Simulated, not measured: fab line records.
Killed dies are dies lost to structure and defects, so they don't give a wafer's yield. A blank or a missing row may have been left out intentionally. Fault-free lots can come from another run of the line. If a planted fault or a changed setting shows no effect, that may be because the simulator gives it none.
fab line records | flow sky130 | part 1 of 2: steps 1 to 30 of 38
record lots=5 | wafers=15 | lastDay=49
route steps=708 shown METAL3@536 CAPM@537 VIA3@573
lots that met no fault: from a run of the same line without faults
startH: hours from the record's first day to the start of the lot's first wafer shown | waitH: hours since the lot's step before | " identical to the entry in the row above | L1.1+2: a single row standing in for several wafers | - either no value or no given start | * or withheld: withheld | < > ~ a bound
route shown NAME@n: a module of which the file shows steps, and the number in the route of the first | usual: mean/standard deviation of fault-free wafers | same: alike in all rows | chamber/n: place in a boat | sites: the reading at each site | _std_site: their standard deviation | _edge_site: outer sites' mean less inner sites' | radiusMm: how far each site lies from the wafer's centre | mask NAME#n: copy n | behind: tool/chamber where the wafer was last shaped | hold: why the lot was held/for how many hours/how that ended | device: names the non-switching transistor (n, p or np) | end of line: the tests these same wafers got at the end of their route | for a step that has no rows: nothing shown but its recipe | killed: dies lost to structure and defects at the first sort, not the wafer's yield | map: shows each die of a wafer: x if killed, . if not, _ if none is there
set.NAME: the setting the step ran with; set.NAME@STEP: the setting that earlier step ran with | model.NAME: the simulator's own value behind a step, which no gauge read
lots at some steps of the route; a table a step, a row a wafer
services: a tool's chamber out of use, with start hour (startH, from the record's first day; less than 0 if before it), hours out, and reason
## steps
# step SKY_METAL3_SPUTTER_04
# recipe material=TiN | targetThkNm=70 | powerW=6500 | timeS=58.3 | chamberPressurePa=0.4
# usual throttleValvePct=30.0/1.1
lot.wafer | tool          | chamber | startH | waitH | throttleValvePct
L078.2    | pvdSputter-01 | -       | 894.92 | 0.0   | 28.3
L078.5    | "             | -       | "      | "     | 28.4
L078.6    | "             | -       | "      | "     | 31.3
L086.3    | pvdSputter-02 | -       | 945.77 | 0.0   | 31.4
L086.4    | "             | -       | "      | "     | 29.8
L086.5    | "             | -       | "      | "     | 30.1
L087.3    | pvdSputter-01 | -       | 951.78 | 0.0   | 28.3
L087.4    | "             | -       | "      | "     | 30.6
L087.5    | "             | -       | "      | "     | 29.7
L089.2    | pvdSputter-01 | -       | 954.50 | 0.0   | 30.4
L089.3    | "             | -       | "      | "     | 28.5
L089.6    | "             | -       | "      | "     | 30.4
L095.1    | pvdSputter-04 | -       | 993.25 | 0.0   | 28.4
L095.4    | "             | -       | "      | "     | 28.7
L095.5    | "             | -       | "      | "     | 28.8
# step SKY_CAPM_CVD_00
# recipe material=SiO2 | targetThkNm=15.5 | tempC=400 | timeS=withheld | rfW=450
# usual heaterPowerW=700/120 | rfFwdPowerW=442.1/2.4 | susceptorTempC=400.03/0.22
lot.wafer | tool     | chamber | startH | waitH | heaterPowerW | rfFwdPowerW | susceptorTempC
L078.2    | pecvd-02 | 1       | 894.97 | 0.0   | 575          | 438.8       | 399.74
L078.5    | "        | 2       | "      | "     | 695          | 438.8       | 400.23
L078.6    | "        | 1       | "      | "     | 581          | 439.5       | 399.69
L086.3    | pecvd-01 | 1       | 945.82 | 0.0   | 675          | 442.2       | 400.11
L086.4    | "        | 1       | "      | "     | 678          | 440.8       | 400.34
L086.5    | "        | 2       | "      | "     | 581          | 446.4       | 399.96
L087.3    | pecvd-02 | 2       | 951.83 | 0.0   | 652          | 441.4       | 400.01
L087.4    | "        | 1       | "      | "     | 573          | 439.7       | 399.94
L087.5    | "        | 0       | "      | "     | 841          | 443.5       | 400.52
L089.2    | pecvd-03 | 1       | 954.55 | 0.0   | 701          | 443.0       | 400.06
L089.3    | "        | 0       | "      | "     | 922          | 440.4       | 400.09
L089.6    | "        | 1       | "      | "     | 697          | 444.7       | 400.16
L095.1    | pecvd-03 | 1       | 993.30 | 0.0   | 826          | 446.4       | 400.06
L095.4    | "        | 0       | "      | "     | 841          | 439.9       | 400.32
L095.5    | "        | 1       | "      | "     | 832          | 445.8       | 399.98
# step SKY_CAPM_THK_MEAS_01
# recipe reads=SiO2_of_CAPM_CVD_00
# usual CAPM_CVD_00_THK=15.5/0.3
lot.wafer | tool         | chamber | startH | waitH | CAPM_CVD_00_THK[nm]
L078.2    | filmMetro-04 | -       | 895.00 | -     | 15.3
L078.5    | "            | -       | "      | "     | 15.3
L078.6    | "            | -       | "      | "     | 15.5
L086.3    | filmMetro-03 | -       | 945.86 | -     | 15.4
L086.4    | "            | -       | "      | "     | 15.8
L086.5    | "            | -       | "      | "     | 16.0
L087.3    | filmMetro-01 | -       | 951.87 | -     | 15.5
L087.4    | "            | -       | "      | "     | 15.4
L087.5    | "            | -       | "      | "     | 15.7
L089.2    | filmMetro-03 | -       | 954.58 | -     | 15.2
L089.3    | "            | -       | "      | "     | 15.4
L089.6    | "            | -       | "      | "     | 15.1
L095.1    | filmMetro-01 | -       | 993.32 | -     | 15.2
L095.4    | "            | -       | "      | "     | 15.9
L095.5    | "            | -       | "      | "     | 15.6
# step SKY_CAPM_SPUTTER_02
# recipe material=TiN | targetThkNm=200 | tempC=300 | powerW=6500 | timeS=166.7 | chamberPressurePa=0.4
# usual susceptorTempC=299.99/0.18 | throttleValvePct=29.8/1.3
lot.wafer | tool          | chamber | startH | waitH | susceptorTempC | throttleValvePct
L078.2    | pvdSputter-03 | -       | 895.05 | 0.0   | 300.08         | 29.7
L078.5    | "             | -       | "      | "     | 299.90         | 29.3
L078.6    | "             | -       | "      | "     | 300.16         | 31.5
L086.3    | pvdSputter-01 | -       | 945.90 | 0.0   | 299.81         | 28.4
L086.4    | "             | -       | "      | "     | 300.00         | 29.9
L086.5    | "             | -       | "      | "     | 300.11         | 30.2
L087.3    | pvdSputter-01 | -       | 951.91 | 0.0   | 299.78         | 31.2
L087.4    | "             | -       | "      | "     | 299.78         | 28.3
L087.5    | "             | -       | "      | "     | 300.14         | 31.4
L089.2    | pvdSputter-03 | -       | 954.63 | 0.0   | 299.64         | 30.7
L089.3    | "             | -       | "      | "     | 300.02         | 29.4
L089.6    | "             | -       | "      | "     | 299.97         | 30.8
L095.1    | pvdSputter-03 | -       | 993.38 | 0.1   | 299.69         | 31.3
L095.4    | "             | -       | "      | "     | 299.82         | 30.8
L095.5    | "             | -       | "      | "     | 299.97         | 31.2
# step SKY_CAPM_RS_MEAS_03
# recipe thkMeasGauge=four-point-probe | reads=TiN_of_CAPM_SPUTTER_02
# usual CAPM_TIN_RS=6.93/0.084
lot.wafer | tool         | chamber | startH | waitH | CAPM_TIN_RS[ohm/sq]
L078.2    | filmMetro-01 | -       | 895.18 | 0.1   | 7.02
L078.5    | "            | -       | "      | "     | 6.99
L078.6    | "            | -       | "      | "     | 6.93
L086.3    | filmMetro-03 | -       | 946.05 | 0.1   | 6.83
L086.4    | "            | -       | "      | "     | 6.80
L086.5    | "            | -       | "      | "     | 6.85
L087.3    | filmMetro-03 | -       | 952.06 | 0.1   | 6.82
L087.4    | "            | -       | "      | "     | 6.86
L087.5    | "            | -       | "      | "     | 6.77
L089.2    | filmMetro-01 | -       | 954.76 | 0.1   | 7.04
L089.3    | "            | -       | "      | "     | 7.06
L089.6    | "            | -       | "      | "     | 6.98
L095.1    | filmMetro-04 | -       | 993.49 | 0.1   | 7.01
L095.4    | "            | -       | "      | "     | 7.00
L095.5    | "            | -       | "      | "     | 7.00
# step SKY_CAPM_THK_MEAS_04
# recipe thkMeasGauge=xrf | reads=TiN_of_CAPM_SPUTTER_02
# usual CAPM_TIN_THK=194.8/2.5
lot.wafer | tool         | chamber | startH | waitH | CAPM_TIN_THK[nm]
L078.2    | filmMetro-01 | -       | 895.29 | 0.1   | 193.2
L078.5    | "            | -       | "      | "     | 194.2
L078.6    | "            | -       | "      | "     | 196.3
L086.3    | filmMetro-03 | -       | 946.15 | 0.1   | 197.9
L086.4    | "            | -       | "      | "     | 198.3
L086.5    | "            | -       | "      | "     | 197.1
L087.3    | filmMetro-03 | -       | 952.16 | 0.1   | 197.6
L087.4    | "            | -       | "      | "     | 195.7
L087.5    | "            | -       | "      | "     | 199.7
L089.2    | filmMetro-01 | -       | 954.87 | 0.1   | 192.3
L089.3    | "            | -       | "      | "     | 192.0
L089.6    | "            | -       | "      | "     | 194.5
L095.1    | filmMetro-04 | -       | 993.61 | 0.1   | 192.4
L095.4    | "            | -       | "      | "     | 192.0
L095.5    | "            | -       | "      | "     | 192.8
# step SKY_CAPM_DEHYDRATE_05
# recipe tempC=200 | timeS=60
lot.wafer  | tool          | chamber | startH  | waitH
L078.2+5+6 | lithoTrack-02 | 0       | 906.08  | 10.8
L086.3+4+5 | lithoTrack-01 | 0       | 956.59  | 10.4
L087.3+4+5 | lithoTrack-01 | 0       | 964.39  | 12.2
L089.2+3+6 | lithoTrack-01 | 0       | 967.11  | 12.2
L095.1+4+5 | lithoTrack-02 | 0       | 1003.25 | 9.6
# step SKY_CAPM_HMDS_06
# recipe primeTimeS=60 | primeTempC=120
lot.wafer  | tool          | chamber | startH  | waitH
L078.2+5+6 | lithoTrack-02 | 0       | 906.23  | 0.1
L086.3+4+5 | lithoTrack-01 | 0       | 956.74  | 0.1
L087.3+4+5 | lithoTrack-01 | 0       | 964.54  | 0.1
L089.2+3+6 | lithoTrack-01 | 0       | 967.26  | 0.1
L095.1+4+5 | lithoTrack-02 | 0       | 1003.40 | 0.1
# step SKY_CAPM_COAT_07
# recipe resist=NOVOLAK | spinRpm=3000 | resistThkNm=1140
lot.wafer  | tool          | chamber | startH  | waitH
L078.2+5+6 | lithoTrack-02 | 0       | 906.38  | 0.1
L086.3+4+5 | lithoTrack-01 | 0       | 956.89  | 0.1
L087.3+4+5 | lithoTrack-01 | 0       | 964.69  | 0.1
L089.2+3+6 | lithoTrack-01 | 0       | 967.41  | 0.1
L095.1+4+5 | lithoTrack-02 | 0       | 1003.55 | 0.1
# step SKY_CAPM_SOFTBAKE_08
# recipe tempC=90 | timeS=60 | resist=NOVOLAK
lot.wafer  | tool          | chamber | startH  | waitH
L078.2+5+6 | lithoTrack-02 | 0       | 906.53  | 0.1
L086.3+4+5 | lithoTrack-01 | 0       | 957.04  | 0.1
L087.3+4+5 | lithoTrack-01 | 0       | 964.84  | 0.1
L089.2+3+6 | lithoTrack-01 | 0       | 967.56  | 0.1
L095.1+4+5 | lithoTrack-02 | 0       | 1003.70 | 0.1
# step SKY_CAPM_EXPOSE_09
# recipe maskId=CAPM | na=0.6 | sourceShape=conventional | sigmaOuter=0.6 | polarization=unpolarized | targetCdNm=1000 | doseMj=159
lot.wafer  | tool            | chamber | startH | waitH | mask
L078.2+5+6 | ilineStepper-02 | 0       | -      | -     | CAPM#0
L086.3+4+5 | ilineStepper-02 | 0       | -      | -     | CAPM#0
L087.3+4+5 | ilineStepper-02 | 0       | -      | -     | CAPM#0
L089.2+3+6 | ilineStepper-01 | 0       | -      | -     | CAPM#0
L095.1+4+5 | ilineStepper-02 | 0       | -      | -     | CAPM#0
# step SKY_CAPM_PEB_10
# recipe tempC=withheld | timeS=* | resist=NOVOLAK
lot.wafer  | tool          | chamber | startH | waitH
L078.2+5+6 | lithoTrack-02 | 0       | -      | -
L086.3+4+5 | lithoTrack-01 | 0       | -      | -
L087.3+4+5 | lithoTrack-01 | 0       | -      | -
L089.2+3+6 | lithoTrack-02 | 0       | -      | -
L095.1+4+5 | lithoTrack-01 | 0       | -      | -
# step SKY_CAPM_DEVELOP_11
# recipe resist=NOVOLAK | developer=TMAH | developTimeS=60 | devTempC=23
# usual developerTempC=23.01/0.11
lot.wafer | tool          | chamber | startH  | waitH | developerTempC
L078.2    | lithoTrack-02 | 0       | 919.23  | 0.1   | 23.11
L078.5    | "             | 0       | "       | "     | 23.02
L078.6    | "             | 0       | "       | "     | 23.07
L086.3    | lithoTrack-01 | 0       | 969.14  | 0.1   | 22.98
L086.4    | "             | 0       | "       | "     | 23.05
L086.5    | "             | 0       | "       | "     | 22.90
L087.3    | lithoTrack-01 | 0       | 975.14  | 0.1   | 22.97
L087.4    | "             | 0       | "       | "     | 22.96
L087.5    | "             | 0       | "       | "     | 22.97
L089.2    | lithoTrack-02 | 0       | 977.58  | 0.1   | 22.93
L089.3    | "             | 0       | "       | "     | 22.81
L089.6    | "             | 0       | "       | "     | 22.88
L095.1    | lithoTrack-01 | 0       | 1016.39 | 0.1   | 23.11
L095.4    | "             | 0       | "       | "     | 23.18
L095.5    | "             | 0       | "       | "     | 22.95
# step SKY_CAPM_OVL_MEAS_12
# usual CAPM_OVL=-0.4/1.2
lot.wafer | tool       | chamber | startH  | waitH | CAPM_OVL[nm]
L078.2    | overlay-02 | -       | 919.36  | 0.1   | 0.0
L078.5    | "          | -       | "       | "     | -1.3
L078.6    | "          | -       | "       | "     | 0.3
L086.3    | overlay-01 | -       | 969.25  | 0.1   | 1.1
L086.4    | "          | -       | "       | "     | 2.1
L086.5    | "          | -       | "       | "     | 0.0
L087.3    | overlay-02 | -       | 975.25  | 0.1   | -2.0
L087.4    | "          | -       | "       | "     | -1.6
L087.5    | "          | -       | "       | "     | -0.7
L089.2    | overlay-02 | -       | 977.71  | 0.1   | 0.5
L089.3    | "          | -       | "       | "     | -1.0
L089.6    | "          | -       | "       | "     | -1.4
L095.1    | overlay-01 | -       | 1016.54 | 0.1   | -0.1
L095.4    | "          | -       | "       | "     | 0.1
L095.5    | "          | -       | "       | "     | 0.7
# step SKY_CAPM_METAL_ETCH_13
# recipe targetDepthNm=220 | stopOn=SiO2 | chemistry=Cl2/BCl3 | target=TiN | pressureMtorr=10 | icpW=900 | biasW=48.5 | Cl2_flow_sccm=60 | bcl3FlowSccm=30 | timeS=62.9
# usual drypumpMotorCurrentA=5.8/0.38 | oesProductAu=0.939/0.0082 | rfFwdPowerW=893.9/2.9 | throttleValvePct=21.903/0.0092
lot.wafer | tool        | chamber | startH  | waitH | drypumpMotorCurrentA | oesProductAu | rfFwdPowerW | rfHoursCounterH | throttleValvePct
L078.2    | rieMetal-04 | 0       | 919.39  | 0.0   | 6.2                  | 0.935        | 898.0       | 15              | 21.910
L078.5    | "           | 1       | "       | "     | 5.2                  | 0.935        | 894.8       | -               | 21.908
L078.6    | "           | 0       | "       | "     | 6.2                  | 0.936        | 896.8       | -               | 21.894
L086.3    | rieMetal-02 | 1       | 969.30  | 0.0   | 6.1                  | 0.954        | 893.7       | -               | 21.902
L086.4    | "           | 0       | "       | "     | 6.1                  | 0.945        | 890.2       | -               | 21.899
L086.5    | "           | 0       | "       | "     | 6.0                  | 0.946        | 894.6       | -               | 21.920
L087.3    | rieMetal-01 | 0       | 975.32  | 0.1   | 5.8                  | 0.952        | 892.9       | -               | 21.886
L087.4    | "           | 0       | "       | "     | 5.8                  | 0.939        | 894.8       | -               | 21.888
L087.5    | "           | 0       | "       | "     | 5.8                  | 0.949        | 891.0       | -               | 21.911
L089.2    | rieMetal-04 | 0       | 977.74  | 0.0   | 6.2                  | 0.933        | 894.5       | 18              | 21.911
L089.3    | "           | 0       | "       | "     | 6.2                  | 0.931        | 891.9       | -               | 21.904
L089.6    | "           | 0       | "       | "     | 6.2                  | 0.932        | 895.7       | -               | 21.900
L095.1    | rieMetal-01 | 1       | 1016.57 | 0.0   | 5.3                  | 0.931        | 890.3       | 1               | 21.909
L095.4    | "           | 1       | "       | "     | 5.3                  | 0.935        | 892.3       | -               | 21.896
L095.5    | "           | 1       | "       | "     | 5.3                  | 0.940        | 897.2       | -               | 21.913
# step SKY_CAPM_STRIP_14
# recipe chemistry=O2/N2 | powerW=1400 | pressureMtorr=1500 | platenTempC=withheld | o2FlowSccm=3000 | n2FlowSccm=300 | overashFraction=0.5
# usual drypumpMotorCurrentA=5.7/0.44 | oesProductAu=0.710/0.0045 | stripTimeToEndpointS=12.63/0.046
lot.wafer | tool           | chamber | startH  | waitH | drypumpMotorCurrentA | oesProductAu | rfHoursCounterH | stripTimeToEndpointS
L078.2    | plasmaAsher-02 | 1       | 919.47  | 0.1   | 5.4                  | 0.709        | 49              | 12.59
L078.5    | "              | 0       | "       | "     | 6.3                  | 0.719        | -               | 12.64
L078.6    | "              | 1       | "       | "     | 5.4                  | 0.713        | -               | 12.63
L086.3    | plasmaAsher-01 | 0       | 969.38  | 0.1   | 5.7                  | 0.721        | -               | 12.60
L086.4    | "              | 1       | "       | "     | 6.1                  | 0.710        | -               | 12.61
L086.5    | "              | 0       | "       | "     | 5.7                  | 0.711        | -               | 12.59
L087.3    | plasmaAsher-03 | 0       | 975.46  | 0.1   | 5.0                  | 0.714        | -               | 12.63
L087.4    | "              | 1       | "       | "     | 5.8                  | 0.707        | -               | 12.68
L087.5    | "              | 0       | "       | "     | 5.0                  | 0.715        | -               | 12.66
L089.2    | plasmaAsher-03 | 1       | 977.82  | 0.1   | 5.8                  | 0.707        | 113             | 12.68
L089.3    | "              | 0       | "       | "     | 5.0                  | 0.714        | -               | 12.63
L089.6    | "              | 1       | "       | "     | 5.9                  | 0.713        | -               | 12.65
L095.1    | plasmaAsher-02 | 1       | 1016.65 | 0.1   | 5.4                  | 0.714        | 58              | 12.63
L095.4    | "              | 1       | "       | "     | 5.4                  | 0.718        | -               | 12.62
L095.5    | "              | 1       | "       | "     | 5.4                  | 0.703        | -               | 12.61
# step SKY_CAPM_STRIP_15
# recipe chemistry=postEtchResidueRemover | timeS=1200 | tempC=72.5
# usual bathHeatDutyPct=14.8/1.2
lot.wafer | tool        | chamber | startH  | waitH | bathHeatDutyPct
L078.2    | wetBench-03 | 1       | 919.57  | 0.1   | 14.5
L078.5    | "           | 1       | "       | "     | 14.5
L078.6    | "           | 1       | "       | "     | 15.2
L086.3    | wetBench-03 | 2       | 969.45  | 0.0   | 15.1
L086.4    | "           | 2       | "       | "     | 14.7
L086.5    | "           | 2       | "       | "     | 14.2
L087.3    | wetBench-04 | 1       | 975.53  | 0.0   | 18.1
L087.4    | "           | 1       | "       | "     | 15.8
L087.5    | "           | 1       | "       | "     | 17.4
L089.2    | wetBench-01 | 2       | 977.92  | 0.1   | 15.2
L089.3    | "           | 2       | "       | "     | 15.5
L089.6    | "           | 2       | "       | "     | 14.8
L095.1    | wetBench-01 | 0       | 1016.75 | 0.1   | 15.0
L095.4    | "           | 0       | "       | "     | 13.4
L095.5    | "           | 0       | "       | "     | 15.9
# step SKY_CAPM_CLEAN_16
# recipe chemistry=IPA | timeS=180 | tempC=25
# usual bathHeatDutyPct=6.4/0.65
lot.wafer | tool        | chamber | startH  | waitH | bathHeatDutyPct
L078.2    | wetBench-01 | 0       | 919.91  | 0.0   | 6.5
L078.5    | "           | 0       | "       | "     | 5.8
L078.6    | "           | 0       | "       | "     | 5.9
L086.3    | wetBench-01 | 0       | 969.79  | 0.0   | 6.1
L086.4    | "           | 0       | "       | "     | 5.4
L086.5    | "           | 0       | "       | "     | 6.4
L087.3    | wetBench-01 | 1       | 975.87  | 0.0   | 5.8
L087.4    | "           | 1       | "       | "     | 6.7
L087.5    | "           | 1       | "       | "     | 6.6
L089.2    | wetBench-03 | 2       | 978.26  | 0.0   | 6.6
L089.3    | "           | 2       | "       | "     | 6.6
L089.6    | "           | 2       | "       | "     | 6.5
L095.1    | wetBench-03 | 2       | 1017.09 | 0.0   | 6.1
L095.4    | "           | 2       | "       | "     | 7.0
L095.5    | "           | 2       | "       | "     | 6.5
# step SKY_CAPM_CLEAN_17
# recipe chemistry=O3/DIW | dry=n2Spin
lot.wafer  | tool        | chamber | startH  | waitH
L078.2+5+6 | wetBench-04 | 2       | 919.97  | 0.0
L086.3+4+5 | wetBench-04 | 2       | 969.85  | 0.0
L087.3+4+5 | wetBench-04 | 0       | 975.93  | 0.0
L089.2+3+6 | wetBench-01 | 1       | 978.32  | 0.0
L095.1+4+5 | wetBench-01 | 2       | 1017.16 | 0.0
# step SKY_METAL3_DEHYDRATE_05
# recipe tempC=200 | timeS=60
lot.wafer  | tool          | chamber | startH  | waitH
L078.2+5+6 | lithoTrack-01 | 0       | 930.61  | 10.5
L086.3+4+5 | lithoTrack-03 | 0       | 980.56  | 10.6
L087.3+4+5 | lithoTrack-03 | 0       | 987.51  | 11.5
L089.2+3+6 | lithoTrack-03 | 0       | 990.89  | 12.5
L095.1+4+5 | lithoTrack-03 | 0       | 1026.56 | 9.3
# step SKY_METAL3_HMDS_06
# recipe primeTimeS=60 | primeTempC=120
lot.wafer  | tool          | chamber | startH  | waitH
L078.2+5+6 | lithoTrack-01 | 0       | 930.76  | 0.1
L086.3+4+5 | lithoTrack-03 | 0       | 980.71  | 0.1
L087.3+4+5 | lithoTrack-03 | 0       | 987.66  | 0.1
L089.2+3+6 | lithoTrack-03 | 0       | 991.04  | 0.1
L095.1+4+5 | lithoTrack-03 | 0       | 1026.71 | 0.1
# step SKY_METAL3_COAT_07
# recipe resist=BARC | tempC=withheld | timeS=withheld | spinRpm=3000 | resistThkNm=60
lot.wafer  | tool          | chamber | startH  | waitH
L078.2+5+6 | lithoTrack-01 | 0       | 930.91  | 0.1
L086.3+4+5 | lithoTrack-03 | 0       | 980.86  | 0.1
L087.3+4+5 | lithoTrack-03 | 0       | 987.81  | 0.1
L089.2+3+6 | lithoTrack-03 | 0       | 991.19  | 0.1
L095.1+4+5 | lithoTrack-03 | 0       | 1026.86 | 0.1
# step SKY_METAL3_COAT_08
# recipe resist=KrF-thick | spinRpm=3000 | resistThkNm=1140
lot.wafer  | tool          | chamber | startH | waitH
L078.2+5+6 | lithoTrack-01 | 0       | -      | -
L086.3+4+5 | lithoTrack-03 | 0       | -      | -
L087.3+4+5 | lithoTrack-03 | 0       | -      | -
L089.2+3+6 | lithoTrack-03 | 0       | -      | -
L095.1+4+5 | lithoTrack-03 | 0       | -      | -
# step SKY_METAL3_SOFTBAKE_09
# recipe tempC=100 | timeS=90 | resist=KrF-thick
lot.wafer  | tool          | chamber | startH | waitH
L078.2+5+6 | lithoTrack-01 | 0       | -      | -
L086.3+4+5 | lithoTrack-03 | 0       | -      | -
L087.3+4+5 | lithoTrack-03 | 0       | -      | -
L089.2+3+6 | lithoTrack-03 | 0       | -      | -
L095.1+4+5 | lithoTrack-03 | 0       | -      | -
# step SKY_METAL3_EXPOSE_10
# recipe maskId=MM3 | na=0.68 | sourceShape=annular | sigmaInner=0.4 | sigmaOuter=0.8 | targetCdNm=300 | doseMj=28
lot.wafer  | tool          | chamber | startH | waitH | mask
L078.2+5+6 | krfScanner-02 | 0       | -      | -     | MM3#0
L086.3+4+5 | krfScanner-01 | 0       | -      | -     | MM3#0
L087.3+4+5 | krfScanner-01 | 0       | -      | -     | MM3#0
L089.2+3+6 | krfScanner-02 | 0       | -      | -     | MM3#0
L095.1+4+5 | krfScanner-01 | 0       | -      | -     | MM3#0
# step SKY_METAL3_PEB_11
# recipe pebTempC=withheld | pebTimeS=withheld | resist=KrF-thick
lot.wafer  | tool          | chamber | startH | waitH
L078.2+5+6 | lithoTrack-02 | 0       | -      | -
L086.3+4+5 | lithoTrack-03 | 0       | -      | -
L087.3+4+5 | lithoTrack-02 | 0       | -      | -
L089.2+3+6 | lithoTrack-02 | 0       | -      | -
L095.1+4+5 | lithoTrack-02 | 0       | -      | -
# step SKY_METAL3_DEVELOP_12
# recipe developTimeS=60 | resist=KrF-thick | devTempC=21
# usual developerTempC=21.00/0.11
lot.wafer | tool          | chamber | startH | waitH | developerTempC
L078.2    | lithoTrack-02 | 0       | -      | -     | 21.12
L078.5    | "             | 0       | "      | "     | 21.17
L078.6    | "             | 0       | "      | "     | 21.02
L086.3    | lithoTrack-03 | 0       | -      | -     | 20.89
L086.4    | "             | 0       | "      | "     | 20.95
L086.5    | "             | 0       | "      | "     | 21.04
L087.3    | lithoTrack-02 | 0       | -      | -     | 21.08
L087.4    | "             | 0       | "      | "     | 20.98
L087.5    | "             | 0       | "      | "     | 20.91
L089.2    | lithoTrack-02 | 0       | -      | -     | 20.86
L089.3    | "             | 0       | "      | "     | 21.14
L089.6    | "             | 0       | "      | "     | 20.99
L095.1    | lithoTrack-02 | 0       | -      | -     | 20.97
L095.4    | "             | 0       | "      | "     | 21.03
L095.5    | "             | 0       | "      | "     | 20.77
# step SKY_METAL3_CD_MEAS_13
# recipe targetCdNm=300
# usual cdNm=299.7/1.6
lot.wafer | tool     | chamber | startH  | waitH | cdNm
L078.2    | cdSem-02 | -       | 944.47  | -     | 299.2
L078.5    | "        | -       | "       | "     | 299.1
L078.6    | "        | -       | "       | "     | 298.8
L086.3    | cdSem-01 | -       | 994.00  | -     | 298.9
L086.4    | "        | -       | "       | "     | 298.2
L086.5    | "        | -       | "       | "     | 298.8
L087.3    | cdSem-01 | -       | 999.14  | -     | 299.4
L087.4    | "        | -       | "       | "     | 298.8
L087.5    | "        | -       | "       | "     | 299.9
L089.2    | cdSem-02 | -       | 1001.57 | -     | 300.3
L089.3    | "        | -       | "       | "     | 299.0
L089.6    | "        | -       | "       | "     | 298.6
L095.1    | cdSem-02 | -       | 1039.45 | -     | 299.1
L095.4    | "        | -       | "       | "     | 299.9
L095.5    | "        | -       | "       | "     | 297.9
# step SKY_METAL3_OVL_MEAS_14
# usual METAL3_OVL=0/4.4
lot.wafer | tool       | chamber | startH  | waitH | METAL3_OVL[nm]
L078.2    | overlay-02 | -       | 944.58  | 0.1   | 4
L078.5    | "          | -       | "       | "     | 1
L078.6    | "          | -       | "       | "     | -3
L086.3    | overlay-01 | -       | 994.09  | 0.1   | 1
L086.4    | "          | -       | "       | "     | -3
L086.5    | "          | -       | "       | "     | -2
L087.3    | overlay-02 | -       | 999.23  | 0.1   | 2
L087.4    | "          | -       | "       | "     | 7
L087.5    | "          | -       | "       | "     | 1
L089.2    | overlay-02 | -       | 1001.68 | 0.1   | -5
L089.3    | "          | -       | "       | "     | -4
L089.6    | "          | -       | "       | "     | -8
L095.1    | overlay-01 | -       | 1039.57 | 0.1   | 2
L095.4    | "          | -       | "       | "     | -1
L095.5    | "          | -       | "       | "     | 1
# step SKY_METAL3_DESCUM_15
# recipe chemistry=O2 | sourcePowerW=150 | biasPowerW=0 | pressureMtorr=10 | tempC=40 | timeS=8
# usual drypumpMotorCurrentA=5.8/0.41 | oesProductAu=1.002/0.01 | rfFwdPowerW=147.5/0.94
lot.wafer | tool        | chamber | startH  | waitH | drypumpMotorCurrentA | oesProductAu | rfFwdPowerW | rfHoursCounterH
L078.2    | rieMetal-04 | 1       | 944.61  | 0.0   | 5.2                  | 0.997        | 149.3       | 11
L078.5    | "           | 1       | "       | "     | 5.2                  | 0.999        | 148.0       | -
L078.6    | "           | 0       | "       | "     | 6.2                  | 1.005        | 148.3       | -
L086.3    | rieMetal-03 | 0       | 994.13  | 0.0   | 5.9                  | 1.004        | 147.9       | -
L086.4    | "           | 1       | "       | "     | 6.0                  | 0.990        | 146.2       | -
L086.5    | "           | 0       | "       | "     | 5.9                  | 1.000        | 147.8       | -
L087.3    | rieMetal-03 | 0       | 999.27  | 0.0   | 5.9                  | 0.992        | 147.8       | -
L087.4    | "           | 1       | "       | "     | 6.0                  | 0.982        | 145.9       | -
L087.5    | "           | 1       | "       | "     | 6.0                  | 0.985        | 145.9       | -
L089.2    | rieMetal-02 | 1       | 1001.71 | 0.0   | 6.1                  | 1.016        | 147.0       | 5
L089.3    | "           | 0       | "       | "     | 6.0                  | 1.009        | 146.3       | -
L089.6    | "           | 1       | "       | "     | 6.1                  | 1.000        | 147.4       | -
L095.1    | rieMetal-02 | 0       | 1039.61 | 0.0   | 6.0                  | 1.020        | 146.0       | 13
L095.4    | "           | 0       | "       | "     | 6.0                  | 1.020        | 146.7       | -
L095.5    | "           | 0       | "       | "     | 6.0                  | 1.022        | 146.2       | -
